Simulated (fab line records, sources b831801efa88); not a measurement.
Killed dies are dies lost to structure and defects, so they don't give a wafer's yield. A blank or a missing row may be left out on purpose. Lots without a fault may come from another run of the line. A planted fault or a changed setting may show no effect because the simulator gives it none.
fab line records | flow gf180mcu
record lots=14 wafers=42 last_day=34
route steps=602 shown VT_IMPLANT@108 HV_LDD@217 PSD@261 NSD@262
lots that met no fault: from a run of the same line without faults
start_h: hours from the record's first day to the start of the lot's first wafer shown | wait_h: hours since the lot's step before | " the same as in the row above | L1.1+2: a row that stands for several wafers | - no value, or no start given | * or withheld: withheld | < > ~ a bound
route shown NAME@n: a module of which the file shows steps, and the number in the route of the first | usual: mean/standard deviation of fault-free wafers | same: alike in all rows | chamber/n: place in a boat | sites: the reading at each site | _std_site: their standard deviation | _edge_site: outer sites' mean less inner sites' | radius_mm: how far each site lies from the wafer's centre | mask NAME#n: copy n | behind: the tool/chamber that last shaped the wafer | hold: why the lot was held/for how many hours/how that ended | device: the transistor (n, p or np) that didn't switch | end of line: the same wafers' tests at the end of the route | a step without rows: its recipe alone | killed: dies lost to structure and defects at the first sort, not the wafer's yield | map: a wafer's dies, x killed, . not, _ none there
set.NAME: the setting as run; set.NAME@STEP: as run at that earlier step | model.NAME: the simulator's own value behind a step, which no gauge read
steps of the route over a sample of lots; a table a step, a row a wafer
services: from which hour (start_h, from the record's first day; less than 0 if before it) a tool's chamber was out of use, for how many hours, and why
## steps
# step GF_VT_IMPLANT_OVL_MEAS_18
# usual VT_IMPLANT_01_OVL=0.2/1.3
# columns lot.wafer tool chamber start_h wait_h VT_IMPLANT_01_OVL[nm]
L403.1 overlay-02 - 132.35 0.1 3.5
L403.5 " - " " -0.1
L403.6 " - " " 2.2
L404.1 overlay-02 - 137.35 0.1 1.4
L404.3 " - " " 1.3
L404.6 " - " " 1.4
L406.1 overlay-02 - 150.72 0.1 -0.1
L406.4 " - " " 0.4
L406.5 " - " " -2.2
L407.2 overlay-01 - 156.96 0.1 -0.9
L407.4 " - " " -1.7
L407.5 " - " " -1.4
L409.2 overlay-02 - 171.31 0.1 -0.6
L409.3 " - " " -0.4
L409.4 " - " " -0.7
L410.1 overlay-02 - 175.55 0.1 -0.8
L410.3 " - " " 0.5
L410.6 " - " " 0.8
L411.2 overlay-02 - 182.16 0.1 0.3
L411.5 " - " " 1.7
L411.6 " - " " 2.1
L412.1 overlay-01 - 190.15 0.1 0.0
L412.4 " - " " 0.7
L412.6 " - " " 2.0
L415.2 overlay-02 - 208.87 0.1 -0.5
L415.5 " - " " -0.4
L415.6 " - " " -1.2
L416.1 overlay-01 - 214.35 0.1 0.6
L416.3 " - " " 0.4
L416.5 " - " " 1.9
L418.2 overlay-02 - 226.22 0.1 -0.5
L418.4 " - " " -2.5
L418.6 " - " " 0.2
L421.2 overlay-01 - 246.66 0.1 -0.7
L421.3 " - " " -0.2
L421.6 " - " " -1.0
L423.1 overlay-02 - 258.75 0.1 0.8
L423.3 " - " " 1.2
L423.6 " - " " 0.6
L425.1 overlay-01 - 273.60 0.1 0.1
L425.2 " - " " 1.2
L425.6 " - " " -0.5
# step GF_HV_LDD_COAT_41
# recipe resist=NOVOLAK spin_rpm=3000 resist_thk_nm=1000
# columns lot.wafer tool chamber start_h wait_h
L403.1+5+6 litho_track-01 0 273.00 0.1
L404.1+3+6 litho_track-02 0 276.86 0.1
L406.1+4+5 litho_track-02 0 294.66 0.1
L407.2+4+5 litho_track-02 0 304.99 0.1
L409.2+3+4 litho_track-04 0 319.77 0.1
L410.1+3+6 litho_track-04 0 326.84 0.1
L411.2+5+6 litho_track-01 0 332.73 0.1
L412.1+4+6 litho_track-01 0 343.65 0.1
L415.2+5+6 litho_track-04 0 365.17 0.1
L416.1+3+5 litho_track-02 0 372.06 0.1
L418.2+4+6 litho_track-01 0 390.52 0.1
L421.2+3+6 litho_track-02 0 413.14 0.1
L423.1+3+6 litho_track-04 0 435.14 0.1
L425.1+2+6 litho_track-01 0 448.35 0.1
# step GF_HV_LDD_STRIP_49
# recipe chemistry=O2/N2 power_w=1400 pressure_mtorr=1500 platen_temp_c=250 o2_flow_sccm=3000 n2_flow_sccm=300 overash_fraction=0.5
# usual drypump_motor_current_A=5.64/0.25 heater_power_w=322/23 oes_product_au=0.716/0.0047 strip_time_to_endpoint_s=12.627/0.03
# columns lot.wafer tool chamber start_h wait_h drypump_motor_current_A heater_power_w oes_product_au rf_hours_counter_h strip_time_to_endpoint_s
L403.1 plasma_asher-04 1 282.81 0.1 6.12 358 0.704 64 12.647
L403.5 " 1 " " 6.07 361 0.707 - 12.644
L403.6 " 0 " " 5.41 330 0.712 - 12.628
L404.1 plasma_asher-03 1 287.32 0.1 5.58 285 0.717 15 12.612
L404.3 " 0 " " 5.66 317 0.711 - 12.655
L404.6 " 1 " " 5.59 274 0.715 - 12.641
L406.1 plasma_asher-03 1 305.61 0.1 5.57 288 0.712 17 12.654
L406.4 " 1 " " 5.59 284 0.715 - 12.619
L406.5 " 1 " " 5.59 287 0.720 - 12.657
L407.2 plasma_asher-03 0 316.15 0.1 5.66 308 0.712 18 12.671
L407.4 " 0 " " 5.67 323 0.727 - 12.688
L407.5 " 1 " " 5.59 280 0.715 - 12.689
L409.2 plasma_asher-03 0 331.05 0.1 5.67 318 0.714 20 12.630
L409.3 " 1 " " 5.59 275 0.718 - 12.616
L409.4 " 0 " " 5.67 313 0.723 - 12.593
L410.1 plasma_asher-03 1 337.87 0.1 5.60 279 0.716 21 12.663
L410.3 " 1 " " 5.61 281 0.720 - 12.660
L410.6 " 0 " " 5.66 322 0.722 - 12.684
L411.2 plasma_asher-03 0 343.67 0.1 5.66 316 0.716 21 12.622
L411.5 " 0 " " 5.67 317 0.714 - 12.653
L411.6 " 1 " " 5.63 279 0.713 - 12.617
L412.1 plasma_asher-01 1 355.12 0.1 5.57 315 0.713 58 12.619
L412.4 " 0 " " 5.34 336 0.720 - 12.653
L412.6 " 0 " " 5.34 327 0.712 - 12.643
L415.2 plasma_asher-03 1 377.40 0.1 5.60 282 0.717 25 12.670
L415.5 " 0 " " 5.65 317 0.715 - 12.648
L415.6 " 1 " " 5.60 279 0.711 - 12.662
L416.1 plasma_asher-04 0 383.76 0.1 5.41 325 0.714 75 12.757
L416.3 " 1 " " 6.13 352 0.711 - 12.747
L416.5 " 1 " " 6.13 350 0.718 - 12.794
L418.2 plasma_asher-01 1 402.95 0.1 5.57 319 0.716 63 12.628
L418.4 " 1 " " 5.55 317 0.721 - 12.645
L418.6 " 0 " " 5.35 333 0.718 - 12.606
L421.2 plasma_asher-01 1 425.57 0.1 5.56 324 0.715 65 12.782
L421.3 " 1 " " 5.57 320 0.723 - 12.780
L421.6 " 1 " " 5.56 323 0.715 - 12.796
L423.1 plasma_asher-03 1 447.45 0.1 5.62 290 0.709 32 12.604
L423.3 " 0 " " 5.66 324 0.719 - 12.638
L423.6 " 1 " " 5.59 285 0.711 - 12.573
L425.1 plasma_asher-01 1 460.50 0.1 5.59 320 0.718 69 12.616
L425.2 " 0 " " 5.39 326 0.724 69 12.627
L425.6 " 1 " " 5.57 329 0.722 - 12.607
# step GF_PSD_RTA_13
# recipe temp_c=1025 time_s=20 ambient=N2
# usual lamp_power_pct=35.5/0.56 wafer_temp_C_max=1029.8/1
# same time_s=20
# columns lot.wafer tool chamber start_h wait_h lamp_power_pct wafer_temp_C_max
L403.1 rtp_anneal-02 0 327.57 0.0 34.8 1028.6
L403.5 " 0 " " 34.7 1030.1
L403.6 " 0 " " 34.8 1031.3
L404.1 rtp_anneal-02 0 332.36 0.0 34.7 1029.5
L404.3 " 0 " " 34.7 1031.1
L404.6 " 0 " " 34.7 1030.5
L406.1 rtp_anneal-01 0 352.61 0.0 36.0 1030.4
L406.4 " 0 " " 35.8 1030.9
L406.5 " 0 " " 35.9 1029.4
L407.2 rtp_anneal-01 0 362.70 0.0 35.9 1028.9
L407.4 " 0 " " 35.9 1030.1
L407.5 " 0 " " 35.8 1029.7
L409.2 rtp_anneal-02 0 378.43 0.0 34.7 1031.3
L409.3 " 0 " " 34.8 1029.3
L409.4 " 0 " " 34.7 1029.5
L410.1 rtp_anneal-01 0 385.51 0.0 36.0 1029.9
L410.3 " 0 " " 35.8 1029.6
L410.6 " 0 " " 35.9 1028.9
L411.2 rtp_anneal-02 0 392.47 0.0 34.7 1031.3
L411.5 " 0 " " 34.7 1029.5
L411.6 " 0 " " 34.8 1030.1
L412.1 rtp_anneal-02 0 406.16 0.0 34.7 1030.5
L412.4 " 0 " " 34.7 1030.6
L412.6 " 0 " " 34.7 1030.4
L415.2 rtp_anneal-01 0 428.13 0.0 35.9 1030.2
L415.5 " 0 " " 35.9 1029.9
L415.6 " 0 " " 35.9 1030.3
L416.1 rtp_anneal-01 0 435.56 0.0 35.9 1030.9
L416.3 " 0 " " 35.8 1028.6
L416.5 " 0 " " 35.9 1028.9
L418.2 rtp_anneal-01 0 454.83 0.0 35.9 1028.7
L418.4 " 0 " " 35.9 1028.3
L418.6 " 0 " " 35.9 1028.9
L421.2 rtp_anneal-01 0 477.83 0.0 35.9 1029.5
L421.3 " 0 " " 35.9 1030.2
L421.6 " 0 " " 35.9 1027.7
L423.1 rtp_anneal-01 0 498.81 0.0 35.9 1028.8
L423.3 " 0 " " 35.9 1028.9
L423.6 " 0 " " 35.9 1029.1
L425.1 rtp_anneal-02 0 512.21 0.0 34.8 1032.6
L425.2 " 0 " " 34.7 1029.7
L425.6 " 0 " " 34.7 1029.7
# step GF_PSD_RS_MEAS_14
# recipe thk_meas_gauge=four-point-probe
# usual NSD_RS=46.11/0.11
# columns lot.wafer tool chamber start_h wait_h NSD_RS[ohm/sq]
L403.1 film_metro-04 - 327.65 0.1 46.27
L403.5 " - " " 46.13
L403.6 " - " " 46.17
L404.1 film_metro-03 - 332.45 0.1 46.29
L404.3 " - " " 46.32
L404.6 " - " " 46.27
L406.1 film_metro-03 - 352.70 0.1 46.07
L406.4 " - " " 46.23
L406.5 " - " " 46.17
L407.2 film_metro-04 - 362.79 0.1 46.14
L407.4 " - " " 46.15
L407.5 " - " " 46.09
L409.2 film_metro-02 - 378.52 0.1 46.15
L409.3 " - " " 46.15
L409.4 " - " " 46.17
L410.1 film_metro-02 - 385.60 0.1 46.15
L410.3 " - " " 46.13
L410.6 " - " " 46.09
L411.2 film_metro-04 - 392.56 0.1 46.08
L411.5 " - " " 46.11
L411.6 " - " " 46.09
L412.1 film_metro-04 - 406.24 0.1 46.09
L412.4 " - " " 46.24
L412.6 " - " " 46.14
L415.2 film_metro-04 - 428.22 0.1 46.09
L415.5 " - " " 46.16
L415.6 " - " " 46.14
L416.1 film_metro-03 - 435.65 0.1 46.24
L416.3 " - " " 46.28
L416.5 " - " " 46.14
L418.2 film_metro-02 - 454.92 0.1 45.84
L418.4 " - " " 45.98
L418.6 " - " " 46.03
L421.2 film_metro-04 - 477.92 0.1 46.12
L421.3 " - " " 46.04
L421.6 " - " " 46.26
L423.1 film_metro-03 - 498.89 0.1 46.26
L423.3 " - " " 46.17
L423.6 " - " " 46.25
L425.1 film_metro-03 - 512.30 0.1 46.12
L425.2 " - " " 46.25
L425.6 " - " " 46.17
## services
# columns tool chamber start_h hours kind
plasma_asher-03 - 287.45 3.0 repair
litho_track-04 - 314.15 - consumable_replace:filter
litho_track-02 - 321.99 - consumable_replace:filter
rtp_anneal-01 - 336.14 2.6 pm
plasma_asher-01 - 371.29 1.1 repair
plasma_asher-04 - 448.14 0.6 repair
plasma_asher-04 - 483.29 1.3 repair
plasma_asher-04 - 490.10 1.0 repair
## key
first_sign step=GF_HV_LDD_STRIP_49 reading=strip_time_to_endpoint_s direction=up sigmas=5 usual=* struck=*
effect none on later readings
met_at GF_HV_LDD_COAT_41
struck_lots L416,L421
tester_left_out L416,L421
not_acting_at GF_VT_IMPLANT_OVL_MEAS_18,GF_PSD_RTA_13,GF_PSD_RS_MEAS_14
onset_between 304.99 372.06
fault kind=process_parameter_drift tool=litho_track-02 chamber=- onset_h=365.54 steps=GF_HV_LDD_COAT_41 channel=resist_thk_nm offset=* shape=step end_h=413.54 acts_in=* stated=*
# tester_left_out: of these lots the tester's yield and bins aren't shown, on N5 and GAA mostly nor the transistor test; their killed dies are dies lost to structure and defects alone, not to doping, threshold or leakage, so they don't give the yield
